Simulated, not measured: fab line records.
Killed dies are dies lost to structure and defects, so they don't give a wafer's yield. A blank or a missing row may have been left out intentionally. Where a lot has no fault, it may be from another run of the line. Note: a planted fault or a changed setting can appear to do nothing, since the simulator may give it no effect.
Which tool is to blame?    flow gf180mcu    Sampling: 13 lots, 39 wafers, 3 of 602 route steps

== WHAT THE GAUGES SHOWED, per wafer ==
GF_STI_BOW_MEAS_00. Usual: for INCOMING_BOW the level is 1 um and the standard deviation is 6.2.
lot   measured     on             INCOMING_BOW (um)  flag
L468  day 1 10:00  film_metro-02  5 -13 1            
L469  day 1 15:02  film_metro-01  4 5 0              
L471  day 2 01:00  film_metro-03  -4 -4 0            
L472  day 2 06:00  film_metro-02  1 2 8              
L473  day 2 11:00  film_metro-03  3 -3 13            
L474  day 2 16:02  film_metro-01  -5 -4 1            
L476  day 3 02:00  film_metro-02  -1 2 -8            
L477  day 3 07:02  film_metro-03  4 5 -4             
L478  day 3 12:00  film_metro-02  -3 4 10            
L479  day 3 17:01  film_metro-02  -4 -4 1            
L488  day 5 14:01  film_metro-02  0 -3 8             
L489  day 5 19:00  film_metro-03  3 9 -5             
L490  day 6 00:02  film_metro-01  -6 -2 -5           

GF_VT_IMPLANT_RS_MEAS_47: measurement is done with a four-point probe. Usual: for NWELL_RS the level is 488.2 ohm/sq and the standard deviation is 1.4.
lot   measured      on             NWELL_RS (ohm/sq)  flag
L468  day 7 14:53   film_metro-03  488.4 487.8 487.0  
L469  day 7 21:50   film_metro-01  486.1 485.4 485.6  
L471  day 8 09:19   film_metro-01  488.1 488.0 487.9  
L472  day 8 18:05   film_metro-03  487.7 487.1 486.6  
L473  day 8 23:58   film_metro-03  485.8 487.6 488.2  
L474  day 9 07:44   film_metro-01  487.5 488.0 487.8  
L476  day 9 22:04   film_metro-01  488.1 486.9 486.8  
L477  day 10 03:22  film_metro-01  499.2 500.7 499.0  OFF
L478  day 10 08:42  film_metro-03  499.6 500.1 499.2  OFF
L479  day 10 15:25  film_metro-04  500.3 501.1 502.6  OFF
L488  day 13 06:08  film_metro-01  488.3 488.0 487.2  
L489  day 13 13:14  film_metro-01  488.6 489.0 489.5  
L490  day 13 19:15  film_metro-04  488.7 489.7 489.2  

== EACH LOT AND THE TOOL THAT RAN IT (in order: tool; ch and the chambers of the sampled wafers; start) ==
lot   GF_NWELL_IMPLANT_08
L468  implanter-03 ch 0, day 3 06:58
L469  implanter-04 ch 0, day 3 13:23
L471  implanter-03 ch 0, day 3 23:25
L472  implanter-04 ch 0, day 4 05:46
L473  implanter-02 ch 0, day 4 11:46
L474  implanter-03 ch 0, day 4 15:31
L476  implanter-02 ch 0, day 5 04:28
L477  implanter-03 ch 0, day 5 09:35
L478  implanter-03 ch 0, day 5 14:58
L479  implanter-03 ch 0, day 5 18:50
L488  implanter-04 ch 0, day 7 21:28
L489  implanter-02 ch 0, day 8 03:44
L490  implanter-04 ch 0, day 8 07:23
- GF_NWELL_IMPLANT_08

== AS READ BY THE TOOLS THEMSELVES (means over the sampled wafers that have a number; for cases with no such wafer, the mark the record gives instead) ==
GF_NWELL_IMPLANT_08. Usual: beam_energy_keV 449.97, standard deviation 0.14; beam_on_s 10.01 s, standard deviation 0.23.
lot   tool          beam_energy_keV  beam_on_s (s)  flag
L468  implanter-03  449.99           10.07          
L469  implanter-04  449.97           10.25          
L471  implanter-03  450.09           9.81           
L472  implanter-04  450.09           9.90           
L473  implanter-02  449.85           10.15          
L474  implanter-03  449.83           10.34          
L476  implanter-02  449.83           9.90           
L477  implanter-03  398.93           9.94           OFF
L478  implanter-03  399.07           9.94           OFF
L479  implanter-03  399.04           10.05          OFF
L488  implanter-04  450.04           9.94           
L489  implanter-02  449.86           10.08          
L490  implanter-04  449.90           10.07          

== THE ANSWER, worked out from the rows above alone ==
Rule: a lot is off if the mean of its wafers that have a number lies more than 3 standard deviations from the usual mean. A lot without any number at a reading at which 4 lots or more have one is off too. The other lots that the step has rows for count as sound. After the gauges, taken in route order, come the tools' own readings; for these a lot's mean is taken, as printed above. At the first step where some lot is off, the reading lying furthest off is the one used; lots without a number count as furthest.
Off: at GF_VT_IMPLANT_RS_MEAS_47 (NWELL_RS), L477, L478, L479.
If a tool, at a process step before that reading, ran all the lots that are off and no sound lot after the first of them, it fits. Not tried: the gauges at GF_VT_IMPLANT_RS_MEAS_47; whatever is off there is also off at GF_NWELL_IMPLANT_08, on other tools, and gauge error can't account for it. One candidate fits, namely implanter-03 at GF_NWELL_IMPLANT_08. Its last sound lot is L474 (day 4 15:31), its first lot that is off L477 (day 5 09:35): a fault that began between those two fits.
The tool's own readings at GF_NWELL_IMPLANT_08 bear it out: on the lots that are off they differ by more than 5 times the standard deviation of the sound lots' means. beam_energy_keV reads 399.01 there against 449.94 on the sound lots.

== WHAT THE SIMULATOR HAD PUT IN ==
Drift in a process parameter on implanter-03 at GF_NWELL_IMPLANT_08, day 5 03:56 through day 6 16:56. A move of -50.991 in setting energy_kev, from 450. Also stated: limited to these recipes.
Struck lots among those shown: L477, L478, L479. The rule above found the same.
